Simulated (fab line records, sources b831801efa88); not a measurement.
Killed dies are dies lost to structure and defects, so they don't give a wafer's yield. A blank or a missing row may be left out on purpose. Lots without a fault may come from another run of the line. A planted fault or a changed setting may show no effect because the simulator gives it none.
A struck lot beside a sound one | flow sky130 | 35 steps out of a route of 708
Sound: wafers L877.1, L877.3, L877.6. Struck: wafers L890.1, L890.3, L890.4. The cause comes at the end.
At each step with rows: each side's tool, then ch and its chambers, then its first start. Under that, the readings that differ: sound wafers | struck wafers | difference of the means | sigmas: that difference in standard deviations of wafers without a fault.
alike: readings whose means differ by less than 2 such deviations, and words and numbers that are the same on both sides. not compared: withheld readings, readings that some wafer has no value for, bounds like >300 that may hide the same value, and numbers for which the record gives no deviation and whose values overlap.
The two part at a step that has a row with sigmas, a row that says differs or no value, or rows on one side only. Numbers that don't overlap but have no deviation are shown without sigmas and don't part them. A reading that every wafer of one side lacks parts them only if that side has two wafers or more.

first, 5 steps without rows for these wafers: SKY_VT_ADJUST_HVTR_COAT_02 (resist thk 1151 nm); SKY_VT_ADJUST_HVTR_SOFTBAKE_03 (time 60 s); SKY_VT_ADJUST_HVTR_EXPOSE_04 (exposes mask HVTRM, target cd 380 nm); SKY_VT_ADJUST_HVTR_PEB_05; SKY_VT_ADJUST_HVTR_DEVELOP_06 (develop time 60 s).
SKY_VT_ADJUST_HVTR_CD_MEAS_07: target cd 380 nm.
  sound on cd_sem-02, day 10 05:08; struck on cd_sem-02, day 14 04:14
  alike: cd_nm
SKY_VT_ADJUST_HVTR_OVL_MEAS_08:
  sound on overlay-02, day 10 05:15; struck on overlay-01, day 14 04:21
  alike: VT_ADJUST_HVTR_OVL
then, 1 step without rows for these wafers: SKY_VT_ADJUST_HVTR_IMPLANT_09.
SKY_VT_ADJUST_HVTR_STRIP_10: strips in O2/N2.
  sound on plasma_asher-02 ch 0,1, day 10 05:26; struck on plasma_asher-03 ch 0,1, day 14 04:32
  alike: drypump_motor_current_A, oes_product_au, strip_time_to_endpoint_s
  not compared: rf_hours_counter_h
SKY_VT_ADJUST_HVTR_TW_MEAS_11:
  sound on film_metro-02, day 10 05:32; struck on film_metro-04, day 14 04:38
  alike: VT_ADJUST_HVTR_TW
then, 2 steps without rows for these wafers: SKY_VT_ADJUST_PCH_DEHYDRATE_00 (time 60 s); SKY_VT_ADJUST_PCH_HMDS_01 (prime time 60 s).
SKY_VT_ADJUST_PCH_COAT_02: resist thk 3000 nm.
  sound on litho_track-02 ch 0, day 10 16:05; struck on litho_track-03, day 14 17:27
  no value came back on the struck wafers for chill_plate_temp_C (C), dispense_pressure_kPa (kPa), resist_line_temp_C (C), spin_speed_rpm (rpm); on the sound wafers chill_plate_temp_C (C) reads 22.95 22.89 22.99
then, 4 steps without rows for these wafers: SKY_VT_ADJUST_PCH_SOFTBAKE_03; SKY_VT_ADJUST_PCH_EXPOSE_04 (exposes mask NWM, target cd 840 nm); SKY_VT_ADJUST_PCH_PEB_05; SKY_VT_ADJUST_PCH_DEVELOP_06 (develop time 60 s).
SKY_VT_ADJUST_PCH_OVL_MEAS_07:
  sound on overlay-02, day 11 04:08; struck on overlay-02, day 15 07:09
  reading                | sound       | struck | difference                    | sigmas
  VT_ADJUST_PCH_OVL (nm) | 0.5 0.3 1.3 | - - -  | no value on the struck wafers |
then, 1 step without rows for these wafers: SKY_VT_ADJUST_PCH_IMPLANT_08.
SKY_VT_ADJUST_PCH_STRIP_09: strips in O2/N2.
  sound on plasma_asher-01 ch 0, day 11 04:19; struck on plasma_asher-04 ch 0,1, day 15 07:20
  no value came back on the struck wafers for oes_product_au (a.u.), strip_time_to_endpoint_s (s); on the sound wafers oes_product_au (a.u.) reads 0.728 0.725 0.721
  reading                     | sound          | struck         | difference | sigmas
  drypump_motor_current_A (A) | 6.36 6.35 6.34 | 5.65 6.02 5.63 | -0.58      | -2
  not compared: rf_hours_counter_h
SKY_VT_ADJUST_PCH_TW_MEAS_10:
  sound on film_metro-04, day 11 04:25; struck on film_metro-01, day 15 07:26
  reading          | sound             | struck            | difference | sigmas
  VT_ADJUST_PCH_TW | 144.6 146.1 145.1 | 141.1 140.3 139.7 | -4.9       | -2
then, 7 steps without rows for these wafers: SKY_SONOS_TUNNEL_DEHYDRATE_00 (time 60 s); SKY_SONOS_TUNNEL_HMDS_01 (prime time 60 s); SKY_SONOS_TUNNEL_COAT_02 (resist thk 1140 nm); SKY_SONOS_TUNNEL_SOFTBAKE_03 (time 58.31 s); SKY_SONOS_TUNNEL_EXPOSE_04 (exposes mask TUNM, target cd 410 nm); SKY_SONOS_TUNNEL_PEB_05; SKY_SONOS_TUNNEL_DEVELOP_06 (develop time 60 s).
SKY_SONOS_TUNNEL_CD_MEAS_07: target cd 410 nm.
  sound on cd_sem-02, day 12 03:30; struck on cd_sem-02, day 16 09:45
  alike: cd_nm
SKY_SONOS_TUNNEL_OVL_MEAS_08:
  sound on overlay-01, day 12 03:37; struck on overlay-02, day 16 09:52
  alike: SONOS_TUNNEL_OVL
then, 3 steps without rows for these wafers: SKY_SONOS_TUNNEL_IMPLANT_09; SKY_SONOS_TUNNEL_WET_ETCH_10 (etches SiO2 in dHF, target depth 14 nm, time 280 s); SKY_SONOS_TUNNEL_STRIP_11 (strips in SPM, time 600 s).
SKY_SONOS_TUNNEL_TW_MEAS_12:
  sound on film_metro-03, day 12 04:09; struck on film_metro-04, day 16 10:19
  reading         | sound       | struck      | difference | sigmas
  SONOS_TUNNEL_TW | 200 200 200 | 217 216 217 | +17        | +5
then, 1 step without rows for these wafers: SKY_SONOS_TUNNEL_CLEAN_13 (cleans in dHF, time 20 s).

WHERE THEY PART
First at SKY_VT_ADJUST_PCH_COAT_02; last, within this record, at SKY_SONOS_TUNNEL_TW_MEAS_12.

WHY: what the simulator had put in
Skipped step whole: litho_track-03, from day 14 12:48 on, at SKY_VT_ADJUST_PCH_COAT_02. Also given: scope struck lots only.
